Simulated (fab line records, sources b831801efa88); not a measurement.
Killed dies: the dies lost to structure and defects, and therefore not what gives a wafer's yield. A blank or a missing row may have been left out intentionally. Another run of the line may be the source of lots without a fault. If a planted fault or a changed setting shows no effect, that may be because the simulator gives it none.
fab line records	flow sky130	part 1 of 2: steps 1 to 26 of 37
record: lots: 5	wafers: 15	last-day: 50
route steps=708 shown VIA2@518 METAL3@532 CAPM@537
lots with no fault: from the same line, run without faults
start-h: hours from the record's opening day to when the first of the lot's shown wafers began	wait-h: how many hours have passed since the lot's step before this one	" unchanged from the row above	L1.1+2: a row that stands for several wafers	- no value, or no start was given	* or withheld: withheld	< > ~ a bound
route shown NAME@n: a module of which the file shows steps, and the number in the route of the first	usual: the fault-free wafers' mean and standard deviation	same: alike in all rows	chamber/n: place in a boat	sites: each site's reading	_std_site: how widely they spread, as a standard deviation	_edge_site: outer sites' mean less inner sites'	radius-mm: for every site, how far away it sits from the centre of the wafer	mask NAME#n: copy n	behind: tool/chamber where the wafer was last shaped	hold: why the lot was held/for how many hours/how that ended	device: whichever transistor did not switch (one of n, p or np)	end of line: the tests these same wafers got at the end of their route	where a step has no rows: the recipe by itself	killed: count of dies lost to structure and defects at first sort (not the wafer's yield)	map: dies across one wafer; x = killed, . = not, _ = none there
set.NAME: the setting that was run; set.NAME@STEP: the one run at that earlier step	model.NAME: the simulator's own value behind a step, which no gauge read
a table for each step, a row for each wafer; lots at some steps of the route
services: from which hour (start-h, from the record's first day; less than 0 if before it) a tool's chamber was out of use, for how many hours, and why
== steps ==
step: SKY_VIA2_DEVELOP_11
recipe: develop-time-s: 60	resist: KrF-thick	dev-temp-c: 21
lot.wafer	tool	chamber	start-h	wait-h
L074.1+5+6	litho-track-02	0	-	-
L077.1+5+6	litho-track-04	0	-	-
L086.1+5+6	litho-track-02	0	-	-
L095.2+3+4	litho-track-02	0	-	-
L096.1+3+5	litho-track-04	0	-	-
step: SKY_VIA2_CD_MEAS_12
recipe: target-cd-nm: 200
usual: cd-nm: 199.5/1.3
lot.wafer	tool	chamber	start-h	wait-h	cd-nm
L074.1	cd-sem-01	-	842.82	-	199.4
L074.5	"	-	"	"	199.1
L074.6	"	-	"	"	199.9
L077.1	cd-sem-01	-	869.21	-	198.9
L077.5	"	-	"	"	200.5
L077.6	"	-	"	"	199.7
L086.1	cd-sem-02	-	940.12	-	201.0
L086.5	"	-	"	"	199.5
L086.6	"	-	"	"	200.8
L095.2	cd-sem-01	-	997.40	-	196.9
L095.3	"	-	"	"	198.5
L095.4	"	-	"	"	197.0
L096.1	cd-sem-01	-	1001.11	-	200.0
L096.3	"	-	"	"	199.4
L096.5	"	-	"	"	200.2
step: SKY_VIA2_OVL_MEAS_13
usual: VIA2_OVL: -1/4.7
lot.wafer	tool	chamber	start-h	wait-h	VIA2_OVL[nm]
L074.1	overlay-02	-	842.94	0.1	-3
L074.5	"	-	"	"	-9
L074.6	"	-	"	"	-3
L077.1	overlay-01	-	869.33	0.1	1
L077.5	"	-	"	"	-4
L077.6	"	-	"	"	1
L086.1	overlay-01	-	940.24	0.1	0
L086.5	"	-	"	"	-2
L086.6	"	-	"	"	0
L095.2	overlay-02	-	997.50	0.1	3
L095.3	"	-	"	"	2
L095.4	"	-	"	"	6
L096.1	overlay-02	-	1001.23	0.1	-5
L096.3	"	-	"	"	-1
L096.5	"	-	"	"	0
step: SKY_VIA2_ETCH_14
recipe: chemistry: N2/H2	target: BARC	ion-energy-ev: 200	source-w: 500	bias-w: 100	pressure-mtorr: 30	n2-flow-sccm: 100	h2-flow-sccm: 200	stop-on: SiO2	time-s: 45.9	target-depth-a: 600
usual: drypump-motor-current-A: 5.5/0.63	oes-product-au: 0.856/0.0043	rf-fwd-power-W: 494.4/2	throttle-valve-pct: 13.225/0.0098
lot.wafer	tool	chamber	start-h	wait-h	drypump-motor-current-A	oes-product-au	rf-fwd-power-W	rf-hours-counter-h	throttle-valve-pct
L074.1	rie-diel-03	1	842.98	0.0	4.9	0.862	495.0	8	13.236
L074.5	"	1	"	"	4.8	0.853	496.2	-	13.221
L074.6	"	2	"	"	5.0	0.858	497.5	-	13.214
L077.1	rie-diel-01	2	869.37	0.0	5.1	0.856	494.7	2	13.248
L077.5	"	1	"	"	6.2	0.859	496.6	-	13.220
L077.6	"	0	"	"	5.4	0.861	491.5	-	13.233
L086.1	rie-diel-03	3	940.28	0.0	5.2	0.858	493.4	12	13.224
L086.5	"	0	"	"	5.1	0.857	496.9	-	13.217
L086.6	"	1	"	"	4.8	0.860	492.3	-	13.213
L095.2	rie-diel-03	3	997.53	0.0	5.2	0.855	492.8	14	13.206
L095.3	"	2	"	"	5.0	0.847	494.7	4	13.224
L095.4	"	2	"	"	5.0	0.857	494.9	-	13.234
L096.1	rie-diel-02	1	1001.27	0.0	6.0	0.860	495.8	12	13.219
L096.3	"	2	"	"	6.3	0.857	492.9	7	13.227
L096.5	"	0	"	"	5.5	0.851	492.8	-	13.234
step: SKY_VIA2_ETCH_15
recipe: target: SiO2	chemistry: C4F8/O2/Ar	target-depth-nm: 546	stop-on: TiN	mask-material: KrF-thick	source-w: 1500	bias-w: 1200	pressure-mtorr: 40	c4f8-flow-sccm: withheld	O2_flow_sccm: 6	Ar_flow_sccm: 300	time-s: 84
usual: oes-product-au: 0.949/0.0051	rf-fwd-power-W: 1489/5
lot.wafer	tool	chamber	start-h	wait-h	oes-product-au	rf-fwd-power-W	rf-hours-counter-h
L074.1	rie-diel-03	1	843.02	0.0	0.948	1490	8
L074.5	"	1	"	"	0.944	1493	-
L074.6	"	2	"	"	0.950	1484	-
L077.1	rie-diel-01	2	869.41	0.0	0.942	1495	2
L077.5	"	1	"	"	0.958	1498	-
L077.6	"	0	"	"	0.950	1492	-
L086.1	rie-diel-03	3	940.32	0.0	0.950	1490	12
L086.5	"	0	"	"	0.955	1484	-
L086.6	"	1	"	"	0.949	1487	-
L095.2	rie-diel-03	3	997.57	0.0	0.950	1487	14
L095.3	"	2	"	"	0.951	1487	4
L095.4	"	2	"	"	0.952	1490	-
L096.1	rie-diel-02	1	1001.31	0.0	0.954	1486	12
L096.3	"	2	"	"	0.951	1483	7
L096.5	"	0	"	"	0.948	1485	-
step: SKY_VIA2_STRIP_16
recipe: chemistry: O2/N2	power-w: 1400	pressure-mtorr: 1500	platen-temp-c: withheld	o2-flow-sccm: 3000	n2-flow-sccm: 300	overash-fraction: 0.5
usual: drypump-motor-current-A: 6.07/0.22	oes-product-au: 0.399/0.0049	strip-time-to-endpoint-s: 4.052/0.025
lot.wafer	tool	chamber	start-h	wait-h	drypump-motor-current-A	oes-product-au	rf-hours-counter-h	strip-time-to-endpoint-s
L074.1	plasma-asher-01	1	843.09	0.0	6.35	0.393	73	4.041
L074.5	"	0	"	"	6.04	0.401	-	4.072
L074.6	"	1	"	"	6.37	0.406	-	4.079
L077.1	plasma-asher-04	0	869.48	0.0	5.79	0.394	45	4.066
L077.5	"	0	"	"	5.76	0.400	-	4.104
L077.6	"	1	"	"	5.86	0.402	-	4.019
L086.1	plasma-asher-01	1	940.39	0.0	6.37	0.409	82	4.071
L086.5	"	1	"	"	6.39	0.393	-	4.022
L086.6	"	0	"	"	6.04	0.400	-	4.053
L095.2	plasma-asher-03	0	997.64	0.0	6.21	0.400	118	4.067
L095.3	"	1	"	"	6.29	0.399	-	4.041
L095.4	"	0	"	"	6.21	0.401	-	4.043
L096.1	plasma-asher-04	0	1001.38	0.0	5.75	0.389	58	4.028
L096.3	"	0	"	"	5.76	0.413	-	4.106
L096.5	"	1	"	"	5.86	0.398	-	4.074
step: SKY_VIA2_STRIP_17
recipe: chemistry: post-etch-residue-remover	time-s: 1200	temp-c: 72.5
lot.wafer	tool	chamber	start-h	wait-h
L074.1+5+6	wet-bench-03	1	843.19	0.1
L077.1+5+6	wet-bench-01	0	869.58	0.1
L086.1+5+6	wet-bench-02	3	940.49	0.1
L095.2+3+4	wet-bench-01	3	997.74	0.1
L096.1+3+5	wet-bench-03	2	1001.50	0.1
step: SKY_VIA2_CLEAN_18
recipe: chemistry: IPA	time-s: 180	temp-c: 25
lot.wafer	tool	chamber	start-h	wait-h
L074.1+5+6	wet-bench-02	2	843.53	0.0
L077.1+5+6	wet-bench-03	2	869.92	0.0
L086.1+5+6	wet-bench-01	3	940.86	0.0
L095.2+3+4	wet-bench-02	0	998.08	0.0
L096.1+3+5	wet-bench-03	1	1001.87	0.0
step: SKY_VIA2_CLEAN_19
recipe: chemistry: O3/DIW	dry: n2-spin
lot.wafer	tool	chamber	start-h	wait-h
L074.1+5+6	wet-bench-03	0	843.59	0.0
L077.1+5+6	wet-bench-03	0	869.98	0.0
L086.1+5+6	wet-bench-02	2	940.92	0.0
L095.2+3+4	wet-bench-03	2	998.14	0.0
L096.1+3+5	wet-bench-03	0	1001.94	0.0
step: SKY_VIA2_SPUTTER_20
recipe: material: TiN	target-thk-nm: 20	chamber-pressure-pa: 5	power-w: 4000	time-s: 80
usual: throttle-valve-pct: 30.1/0.9
lot.wafer	tool	chamber	start-h	wait-h	throttle-valve-pct
L074.1	pvd-sputter-04	-	843.68	0.0	29.6
L074.5	"	-	"	"	29.7
L074.6	"	-	"	"	31.3
L077.1	pvd-sputter-04	-	870.07	0.0	30.7
L077.5	"	-	"	"	30.6
L077.6	"	-	"	"	30.7
L086.1	pvd-sputter-02	-	941.02	0.0	28.7
L086.5	"	-	"	"	31.9
L086.6	"	-	"	"	31.0
L095.2	pvd-sputter-03	-	998.24	0.0	29.4
L095.3	"	-	"	"	29.1
L095.4	"	-	"	"	29.0
L096.1	pvd-sputter-03	-	1002.04	0.0	28.8
L096.3	"	-	"	"	29.4
L096.5	"	-	"	"	29.8
step: SKY_VIA2_CVD_21
recipe: material: W	target-thk-nm: 420	time-s: 126.4	temp-c: 400	pressure-torr: 40
usual: heater-power-w: 883/120
lot.wafer	tool	chamber	start-h	wait-h	heater-power-w
L074.1	cvd-w-01	0	843.74	0.0	902
L074.5	"	0	"	"	898
L074.6	"	1	"	"	1024
L077.1	cvd-w-01	0	870.13	0.0	889
L077.5	"	0	"	"	863
L077.6	"	1	"	"	1063
L086.1	cvd-w-01	1	941.08	0.0	951
L086.5	"	0	"	"	802
L086.6	"	1	"	"	936
L095.2	cvd-w-02	0	998.30	0.0	1024
L095.3	"	1	"	"	730
L095.4	"	0	"	"	984
L096.1	cvd-w-01	0	1002.10	0.0	779
L096.3	"	1	"	"	933
L096.5	"	0	"	"	771
step: SKY_VIA2_RS_MEAS_22
recipe: thk-meas-gauge: four-point-probe	reads: W_of_VIA2_CVD_21+TiN_of_VIA2_SPUTTER_20
usual: VIA2_W_RS: 0.2739/0.0028
lot.wafer	tool	chamber	start-h	wait-h	VIA2_W_RS[ohm/sq]
L074.1	film-metro-04	-	843.87	0.1	0.2733
L074.5	"	-	"	"	0.2719
L074.6	"	-	"	"	0.2709
L077.1	film-metro-04	-	870.26	0.1	0.2757
L077.5	"	-	"	"	0.2780
L077.6	"	-	"	"	0.2764
L086.1	film-metro-04	-	941.21	0.1	0.2785
L086.5	"	-	"	"	0.2733
L086.6	"	-	"	"	0.2768
L095.2	film-metro-01	-	998.45	0.1	0.2745
L095.3	"	-	"	"	0.2766
L095.4	"	-	"	"	0.2710
L096.1	film-metro-04	-	1002.23	0.1	0.2755
L096.3	"	-	"	"	0.2729
L096.5	"	-	"	"	0.2740
step: SKY_VIA2_THK_MEAS_23
recipe: thk-meas-gauge: xrf	reads: W_of_VIA2_CVD_21
usual: VIA2_W_THK: 427/5
lot.wafer	tool	chamber	start-h	wait-h	VIA2_W_THK[nm]
L074.1	film-metro-04	-	843.99	0.1	424
L074.5	"	-	"	"	428
L074.6	"	-	"	"	428
L077.1	film-metro-04	-	870.38	0.1	425
L077.5	"	-	"	"	422
L077.6	"	-	"	"	421
L086.1	film-metro-04	-	941.33	0.1	416
L086.5	"	-	"	"	427
L086.6	"	-	"	"	418
L095.2	film-metro-01	-	998.56	0.1	428
L095.3	"	-	"	"	426
L095.4	"	-	"	"	436
L096.1	film-metro-04	-	1002.35	0.1	421
L096.3	"	-	"	"	426
L096.5	"	-	"	"	429
step: SKY_VIA2_CMP_24
recipe: stop-on: SiO2	t-overpolish-s: 20	down-force-psi: 3.5	platen-rpm: 60	target-thk-nm: 0	pad-velocity-m-s: 0.94248
usual: motor-current-A: 11.3/1.2	overpolish-run-s: 20.000/0.0094	retaining-ring-pressure-frac: 1.001/0.0052	slurry-filter-dp-kPa: 13.50/0.14	time-to-endpoint-s: 100/4.1
same: t-overpolish-s: 20
lot.wafer	tool	chamber	start-h	wait-h	motor-current-A	overpolish-run-s	retaining-ring-pressure-frac	slurry-filter-dp-kPa	time-to-endpoint-s
L074.1	cmp-01	0	844.05	0.1	10.3	20.005	0.998	13.40	98
L074.6	"	0	"	"	10.4	19.975	1.002	13.58	104
L074.5	"	1	"	"	11.3	19.999	1.004	13.76	101
L077.1	cmp-01	3	870.54	0.1	10.3	20.002	1.001	13.63	101
L077.6	"	1	"	"	11.0	20.002	1.002	13.53	102
L077.5	"	2	"	"	12.3	20.009	1.003	13.57	104
L086.1	cmp-01	0	941.39	0.1	10.2	20.004	1.006	13.46	102
L086.6	"	0	"	"	10.9	20.005	1.013	13.62	104
L086.5	"	1	"	"	11.2	19.998	1.005	13.56	105
L095.2	cmp-01	3	998.61	0.0	10.0	20.006	1.004	13.64	95
L095.3	"	1	"	"	11.0	20.000	0.996	13.44	101
L095.4	"	2	"	"	11.5	19.993	1.002	13.55	104
L096.1	cmp-01	2	1002.51	0.1	11.9	19.998	0.999	13.50	103
L096.3	"	3	"	"	10.8	20.002	0.993	13.87	97
L096.5	"	0	"	"	10.0	20.010	1.000	13.77	102
step: SKY_METAL3_SPUTTER_00
recipe: material: Ti	target-thk-nm: 15	power-w: 3000	time-s: 10	chamber-pressure-pa: 0.4
usual: throttle-valve-pct: 30.3/0.83
lot.wafer	tool	chamber	start-h	wait-h	throttle-valve-pct
L074.1	pvd-sputter-01	-	844.35	0.2	30.4
L074.5	"	-	"	"	30.6
L074.6	"	-	"	"	28.7
L077.1	pvd-sputter-01	-	870.74	0.1	29.0
L077.5	"	-	"	"	30.6
L077.6	"	-	"	"	30.1
L086.1	pvd-sputter-04	-	941.69	0.2	30.4
L086.5	"	-	"	"	30.0
L086.6	"	-	"	"	30.9
L095.2	pvd-sputter-02	-	998.91	0.2	31.8
L095.3	"	-	"	"	31.1
L095.4	"	-	"	"	32.2
L096.1	pvd-sputter-01	-	1002.71	0.1	30.6
L096.3	"	-	"	"	29.0
L096.5	"	-	"	"	30.4
step: SKY_METAL3_SPUTTER_01
recipe: material: TiN	target-thk-nm: 20	power-w: 6500	time-s: 16.7	chamber-pressure-pa: 0.4
usual: throttle-valve-pct: 30.3/0.82
lot.wafer	tool	chamber	start-h	wait-h	throttle-valve-pct
L074.1	pvd-sputter-01	-	844.37	0.0	30.4
L074.5	"	-	"	"	30.4
L074.6	"	-	"	"	28.9
L077.1	pvd-sputter-01	-	870.76	0.0	28.8
L077.5	"	-	"	"	30.9
L077.6	"	-	"	"	30.3
L086.1	pvd-sputter-04	-	941.71	0.0	30.8
L086.5	"	-	"	"	29.9
L086.6	"	-	"	"	30.6
L095.2	pvd-sputter-02	-	998.94	0.0	31.8
L095.3	"	-	"	"	31.0
L095.4	"	-	"	"	32.1
L096.1	pvd-sputter-01	-	1002.73	0.0	30.3
L096.3	"	-	"	"	29.1
L096.5	"	-	"	"	30.5
step: SKY_METAL3_SPUTTER_02
recipe: material: AlCu	target-thk-nm: 735	power-w: 10600	time-s: 39.1	chamber-pressure-pa: 0.4
usual: throttle-valve-pct: 30.3/0.81
lot.wafer	tool	chamber	start-h	wait-h	throttle-valve-pct
L074.1	pvd-sputter-01	-	844.40	0.0	30.2
L074.5	"	-	"	"	30.6
L074.6	"	-	"	"	29.1
L077.1	pvd-sputter-01	-	870.79	0.0	29.0
L077.5	"	-	"	"	31.1
L077.6	"	-	"	"	30.6
L086.1	pvd-sputter-04	-	941.74	0.0	30.2
L086.5	"	-	"	"	29.9
L086.6	"	-	"	"	30.5
L095.2	pvd-sputter-02	-	998.96	0.0	31.8
L095.3	"	-	"	"	30.9
L095.4	"	-	"	"	31.9
L096.1	pvd-sputter-01	-	1002.76	0.0	30.4
L096.3	"	-	"	"	29.3
L096.5	"	-	"	"	30.2
step: SKY_METAL3_SPUTTER_03
recipe: material: Ti	target-thk-nm: 5	power-w: 3000	time-s: 3.3	chamber-pressure-pa: 0.4
usual: throttle-valve-pct: 30.3/0.81
lot.wafer	tool	chamber	start-h	wait-h	throttle-valve-pct
L074.1	pvd-sputter-01	-	844.44	0.0	30.4
L074.5	"	-	"	"	30.5
L074.6	"	-	"	"	28.9
L077.1	pvd-sputter-01	-	870.83	0.0	29.2
L077.5	"	-	"	"	30.9
L077.6	"	-	"	"	30.6
L086.1	pvd-sputter-04	-	941.78	0.0	30.7
L086.5	"	-	"	"	30.1
L086.6	"	-	"	"	30.8
L095.2	pvd-sputter-02	-	999.00	0.0	31.7
L095.3	"	-	"	"	30.9
L095.4	"	-	"	"	32.0
L096.1	pvd-sputter-01	-	1002.79	0.0	30.3
L096.3	"	-	"	"	29.1
L096.5	"	-	"	"	30.3
step: SKY_METAL3_SPUTTER_04
recipe: material: TiN	target-thk-nm: 70	power-w: 6500	time-s: 58.3	chamber-pressure-pa: 0.4
usual: throttle-valve-pct: 30.3/0.82
lot.wafer	tool	chamber	start-h	wait-h	throttle-valve-pct
L074.1	pvd-sputter-01	-	844.45	0.0	30.2
L074.5	"	-	"	"	31.0
L074.6	"	-	"	"	28.9
L077.1	pvd-sputter-01	-	870.84	0.0	28.8
L077.5	"	-	"	"	31.3
L077.6	"	-	"	"	30.5
L086.1	pvd-sputter-04	-	941.79	0.0	30.5
L086.5	"	-	"	"	30.3
L086.6	"	-	"	"	30.6
L095.2	pvd-sputter-02	-	999.02	0.0	31.8
L095.3	"	-	"	"	31.1
L095.4	"	-	"	"	32.1
L096.1	pvd-sputter-01	-	1002.81	0.0	30.5
L096.3	"	-	"	"	29.0
L096.5	"	-	"	"	30.3
step: SKY_CAPM_CVD_00
recipe: material: SiO2	target-thk-nm: 15.5	temp-c: 400	time-s: withheld	rf-w: 450
usual: heater-power-w: 720/87	rf-fwd-power-W: 442.4/1.9
lot.wafer	tool	chamber	start-h	wait-h	heater-power-w	rf-fwd-power-W
L074.1	pecvd-03	2	844.50	0.0	812	440.2
L074.5	"	0	"	"	630	440.9
L074.6	"	2	"	"	819	443.2
L077.1	pecvd-01	0	870.89	0.0	775	445.1
L077.5	"	0	"	"	759	444.2
L077.6	"	1	"	"	630	441.6
L086.1	pecvd-01	1	941.84	0.0	747	441.5
L086.5	"	0	"	"	776	445.1
L086.6	"	2	"	"	744	446.2
L095.2	pecvd-04	2	999.07	0.0	729	441.6
L095.3	"	1	"	"	743	442.9
L095.4	"	0	"	"	891	446.5
L096.1	pecvd-04	2	1002.86	0.0	803	440.4
L096.3	"	0	"	"	851	445.3
L096.5	"	2	"	"	782	438.8
step: SKY_CAPM_THK_MEAS_01
recipe: reads: SiO2_of_CAPM_CVD_00
usual: CAPM_CVD_00_THK: 15.49/0.22
lot.wafer	tool	chamber	start-h	wait-h	CAPM_CVD_00_THK[nm]
L074.1	film-metro-02	-	844.54	-	15.66
L074.5	"	-	"	"	15.59
L074.6	"	-	"	"	15.75
L077.1	film-metro-04	-	870.91	-	15.48
L077.5	"	-	"	"	15.60
L077.6	"	-	"	"	15.47
L086.1	film-metro-02	-	941.86	-	15.26
L086.5	"	-	"	"	15.77
L086.6	"	-	"	"	15.46
L095.2	film-metro-04	-	999.10	-	15.29
L095.3	"	-	"	"	15.27
L095.4	"	-	"	"	15.59
L096.1	film-metro-03	-	1002.89	-	15.02
L096.3	"	-	"	"	15.35
L096.5	"	-	"	"	15.12
step: SKY_CAPM_SPUTTER_02
recipe: material: TiN	target-thk-nm: 200	temp-c: 300	power-w: 6500	time-s: 166.7	chamber-pressure-pa: 0.4
usual: throttle-valve-pct: 29.9/0.67
lot.wafer	tool	chamber	start-h	wait-h	throttle-valve-pct
L074.1	pvd-sputter-04	-	844.60	0.1	29.8
L074.5	"	-	"	"	30.9
L074.6	"	-	"	"	29.4
L077.1	pvd-sputter-03	-	870.97	0.1	29.6
L077.5	"	-	"	"	29.0
L077.6	"	-	"	"	29.6
L086.1	pvd-sputter-03	-	941.92	0.1	29.8
L086.5	"	-	"	"	29.3
L086.6	"	-	"	"	30.8
L095.2	pvd-sputter-01	-	999.15	0.0	30.5
L095.3	"	-	"	"	30.5
L095.4	"	-	"	"	31.3
L096.1	pvd-sputter-03	-	1002.95	0.1	30.7
L096.3	"	-	"	"	29.2
L096.5	"	-	"	"	29.4
step: SKY_CAPM_RS_MEAS_03
recipe: thk-meas-gauge: four-point-probe	reads: TiN_of_CAPM_SPUTTER_02
usual: CAPM_TIN_RS: 6.89/0.062
lot.wafer	tool	chamber	start-h	wait-h	CAPM_TIN_RS[ohm/sq]
L074.1	film-metro-04	-	844.70	0.1	6.86
L074.5	"	-	"	"	6.87
L074.6	"	-	"	"	6.99
L077.1	film-metro-04	-	871.08	0.1	6.90
L077.5	"	-	"	"	6.90
L077.6	"	-	"	"	6.86
L086.1	film-metro-04	-	942.03	0.1	6.95
L086.5	"	-	"	"	6.91
L086.6	"	-	"	"	6.91
L095.2	film-metro-02	-	999.28	0.1	6.83
L095.3	"	-	"	"	6.87
L095.4	"	-	"	"	6.78
L096.1	film-metro-04	-	1003.06	0.1	6.92
L096.3	"	-	"	"	6.94
L096.5	"	-	"	"	6.91
step: SKY_CAPM_THK_MEAS_04
recipe: thk-meas-gauge: xrf	reads: TiN_of_CAPM_SPUTTER_02
usual: CAPM_TIN_THK: 205.5/2.2
lot.wafer	tool	chamber	start-h	wait-h	CAPM_TIN_THK[nm]
L074.1	film-metro-04	-	844.82	0.1	206.9
L074.5	"	-	"	"	205.6
L074.6	"	-	"	"	202.4
L077.1	film-metro-04	-	871.20	0.1	205.8
L077.5	"	-	"	"	205.5
L077.6	"	-	"	"	206.9
L086.1	film-metro-04	-	942.15	0.1	203.0
L086.5	"	-	"	"	204.3
L086.6	"	-	"	"	204.7
L095.2	film-metro-02	-	999.39	0.1	206.2
L095.3	"	-	"	"	204.4
L095.4	"	-	"	"	207.3
L096.1	film-metro-04	-	1003.18	0.1	205.2
L096.3	"	-	"	"	204.6
L096.5	"	-	"	"	205.3
step: SKY_CAPM_DEHYDRATE_05
recipe: temp-c: 200	time-s: 60
usual: plate-temp-C: 199.99/0.16
lot.wafer	tool	chamber	start-h	wait-h	plate-temp-C
L074.1	litho-track-04	0	857.06	12.2	199.77
L074.5	"	0	"	"	199.88
L074.6	"	0	"	"	199.94
L077.1	litho-track-04	0	883.11	11.9	199.66
L077.5	"	0	"	"	200.10
L077.6	"	0	"	"	200.08
L086.1	litho-track-03	0	953.83	11.7	200.04
L086.5	"	0	"	"	199.88
L086.6	"	0	"	"	200.09
L095.2	litho-track-04	0	1009.49	10.1	199.74
L095.3	"	0	"	"	199.73
L095.4	"	0	"	"	199.88
L096.1	litho-track-01	0	1013.67	10.5	199.84
L096.3	"	0	"	"	199.96
L096.5	"	0	"	"	199.90
step: SKY_CAPM_HMDS_06
recipe: prime-time-s: 60	prime-temp-c: 120
lot.wafer	tool	chamber	start-h	wait-h
L074.1+5+6	litho-track-04	0	857.21	0.1
L077.1+5+6	litho-track-04	0	883.26	0.1
L086.1+5+6	litho-track-03	0	953.98	0.1
L095.2+3+4	litho-track-04	0	1009.64	0.1
L096.1+3+5	litho-track-01	0	1013.82	0.1
